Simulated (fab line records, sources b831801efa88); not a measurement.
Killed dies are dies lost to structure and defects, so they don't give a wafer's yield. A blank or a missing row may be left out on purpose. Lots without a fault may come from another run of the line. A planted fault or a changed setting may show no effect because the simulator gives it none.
Which tool did it? | flow gf180mcu | 6 lots, 18 wafers sampled, at 4 steps of a route of 602

WHAT THE GAUGES READ, wafer by wafer
GF_M4_CD_MEAS_14: target cd 280 nm.
lot  | measured     | on        | cd_nm (nm)
L526 | day 23 15:05 | cd_sem-01 | 280.4 280.6 278.8
L528 | day 24 11:37 | cd_sem-02 | 280.8 279.0 280.9
L530 | day 25 03:52 | cd_sem-02 | 281.1 281.2 282.2
L532 | day 25 21:33 | cd_sem-01 | 278.7 279.0 279.4
L534 | day 26 15:11 | cd_sem-02 | 280.4 280.7 280.4
L545 | day 29 17:09 | cd_sem-01 | 279.2 279.7 279.5

WHICH TOOL RAN EACH LOT (tool, then ch and the chambers of the sampled wafers, then the start)
lot  | GF_V3_SPUTTER_22             | GF_M4_SPUTTER_00             | GF_M4_SPUTTER_01
L526 | pvd_sputter-03, day 22 15:17 | pvd_sputter-03, day 22 15:55 | pvd_sputter-03, day 22 16:01
L528 | pvd_sputter-03, day 23 12:26 | pvd_sputter-01, day 23 13:04 | pvd_sputter-01, day 23 13:10
L530 | pvd_sputter-04, day 24 05:14 | pvd_sputter-01, day 24 05:52 | pvd_sputter-01, day 24 05:58
L532 | pvd_sputter-01, day 25 00:05 | pvd_sputter-03, day 25 00:44 | pvd_sputter-03, day 25 00:50
L534 | pvd_sputter-04, day 25 17:05 | pvd_sputter-01, day 25 17:43 | pvd_sputter-01, day 25 17:50
L545 | pvd_sputter-03, day 28 21:29 | pvd_sputter-03, day 28 22:07 | pvd_sputter-03, day 28 22:13
- GF_V3_SPUTTER_22: material TiN, target thk 10 nm, time 40 s.
- GF_M4_SPUTTER_00: material Ti, target thk 37.5 nm, time 150 s.
- GF_M4_SPUTTER_01: material TiN, target thk 30 nm, time 25 s.

THE ANSWER, worked out from the rows above alone
Rule: what is usual is taken from the lots themselves. Put in order of their means at a reading, lots are off if they are a third of the lots or fewer, leave a main group of 4 or more, and stand apart from it by a gap of 3 or more times the standard deviation of the main group's means; of several such gaps the widest counts. A main group whose means are all the same, to the digits that the tables above print for the reading, isn't used. A lot without any number at a reading at which 4 lots or more have one is off too. The other lots that the step has rows for count as sound.
No lot is off at any reading shown: from this, nothing can be told.

WHAT THE SIMULATOR HAD PUT IN
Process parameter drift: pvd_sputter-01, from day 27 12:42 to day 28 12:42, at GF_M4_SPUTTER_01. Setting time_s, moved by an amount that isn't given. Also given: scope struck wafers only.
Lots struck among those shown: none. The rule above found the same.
